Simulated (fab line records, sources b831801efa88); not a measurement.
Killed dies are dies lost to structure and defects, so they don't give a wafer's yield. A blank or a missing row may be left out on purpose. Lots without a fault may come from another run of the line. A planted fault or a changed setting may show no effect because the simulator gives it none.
Chamber matching | flow sky130 | SKY_VIA2_ETCH_14 on rie_diel-02: 4 sister chambers
The step etches BARC in N2/H2, stops on SiO2, time 45.9 s, target depth 60 nm. 4 wafers are shown with their chamber, then 9 later ones without.

WAFERS WITH THEIR CHAMBER
wafer  | chamber | drypump_motor_current_A (A)
L077.3 | 0       | 5.7
L084.4 | 1       | 5.5
L087.2 | 2       | 6.4
L087.5 | 3       | 5.7

WAFERS WITHOUT THEIR CHAMBER
wafer  | drypump_motor_current_A (A)
L088.3 | 5.7
L088.5 | 5.7
L088.6 | 5.5
L090.2 | 5.7
L090.5 | 5.7
L090.6 | 5.8
L092.1 | 5.7
L092.5 | 5.5
L092.6 | 5.7

WHICH CHAMBER EACH WENT THROUGH
wafer  | from the rows above     | in truth
L088.3 | can't be placed: 0 or 3 | 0
L088.5 | can't be placed: 0 or 3 | 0
L088.6 | 1                       | 1
L090.2 | can't be placed: 0 or 3 | 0
L090.5 | can't be placed: 0 or 3 | 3
L090.6 | can't be placed: 0 or 3 | 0
L092.1 | can't be placed: 0 or 3 | 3
L092.5 | 1                       | 1
L092.6 | can't be placed: 0 or 3 | 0
Placed correctly: 2 of 9. Can't be placed from these rows: 7 (the true chamber is among the candidates in 7). Placed wrongly: 0.
How it was worked out, from the rows above alone: a wafer's distance from a chamber is the root of the sum, over the readings, of the square of ((its reading less the chamber's mean) divided by the reading's scatter). The wafer belongs to the nearest chamber; if the next one is less than 2 further off, it can't be placed. A chamber's mean is the mean of its shown wafers. The scatter: with one shown wafer a chamber, the root of the mean of the squares of how far each hidden wafer lies from its nearest shown one.
